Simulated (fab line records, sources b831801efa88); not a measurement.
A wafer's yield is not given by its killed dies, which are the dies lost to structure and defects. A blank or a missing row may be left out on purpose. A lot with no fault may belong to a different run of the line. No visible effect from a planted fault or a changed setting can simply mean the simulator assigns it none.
Which tool did it?    flow sky130    33 wafers from 11 lots sampled at 3 of the route's 708 steps

## WHAT THE GAUGES SHOWED, per wafer
SKY_CAP2M_RS_MEAS_03: a four-point-probe measurement.
lot   measured      on             CAP2M_TIN_RS (ohm/sq)
L536  day 39 18:14  film-metro-01  6.93 6.98 6.70
L539  day 40 06:08  film-metro-03  6.98 6.90 6.96
L541  day 41 01:13  film-metro-04  6.69 6.89 7.08
L542  day 41 09:39  film-metro-04  6.91 6.92 7.09
L543  day 41 22:24  film-metro-03  6.85 6.92 6.88
L547  day 43 10:47  film-metro-04  7.22 6.98 7.22
L548  day 43 15:36  film-metro-01  7.06 6.79 6.93
L549  day 43 16:17  film-metro-01  6.85 6.93 7.19
L554  day 44 16:55  film-metro-04  7.04 6.87 7.00
L555  day 44 22:21  film-metro-01  7.18 7.00 7.00
L558  day 45 20:33  film-metro-03  6.96 6.80 7.03

## WHICH TOOL RAN EACH LOT (tool, then ch and the chambers of the sampled wafers, then the start)
lot   SKY_METAL4_SPUTTER_01         SKY_CAP2M_SPUTTER_02
L536  pvd-sputter-01, day 39 17:53  pvd-sputter-03, day 39 18:06
L539  pvd-sputter-02, day 40 05:49  pvd-sputter-01, day 40 06:02
L541  pvd-sputter-01, day 41 00:53  pvd-sputter-03, day 41 01:06
L542  pvd-sputter-01, day 41 09:20  pvd-sputter-04, day 41 09:32
L543  pvd-sputter-03, day 41 22:04  pvd-sputter-04, day 41 22:16
L547  pvd-sputter-01, day 43 10:25  pvd-sputter-04, day 43 10:38
L548  pvd-sputter-01, day 43 15:14  pvd-sputter-03, day 43 15:29
L549  pvd-sputter-02, day 43 15:58  pvd-sputter-04, day 43 16:10
L554  pvd-sputter-02, day 44 16:36  pvd-sputter-01, day 44 16:49
L555  pvd-sputter-02, day 44 22:02  pvd-sputter-04, day 44 22:14
L558  pvd-sputter-01, day 45 20:11  pvd-sputter-03, day 45 20:24
- SKY_METAL4_SPUTTER_01: material TiN, target thk 20 nm, time 16.7 s.
- SKY_CAP2M_SPUTTER_02: material TiN, target thk 200 nm, time 166.7 s.

## THE ANSWER, worked out from the rows above alone
Rule: the lots themselves supply what counts as usual. The widest of any qualifying gaps counts: lots, ordered by their means at a reading, are off when they make up no more than a third of the lots, leave a main group of 4 or more, and stand apart from it by 3 or more times the standard deviation of that group's means. A main group whose means are all the same, to the digits that the tables above print for the reading, isn't used. A lot without any number at a reading at which 4 lots or more have one is off too. Where the step has rows for the other lots, those lots are counted as sound.
No lot is off on any of the readings shown, so nothing can be concluded from this.

## WHAT HAD BEEN PUT IN BY THE SIMULATOR
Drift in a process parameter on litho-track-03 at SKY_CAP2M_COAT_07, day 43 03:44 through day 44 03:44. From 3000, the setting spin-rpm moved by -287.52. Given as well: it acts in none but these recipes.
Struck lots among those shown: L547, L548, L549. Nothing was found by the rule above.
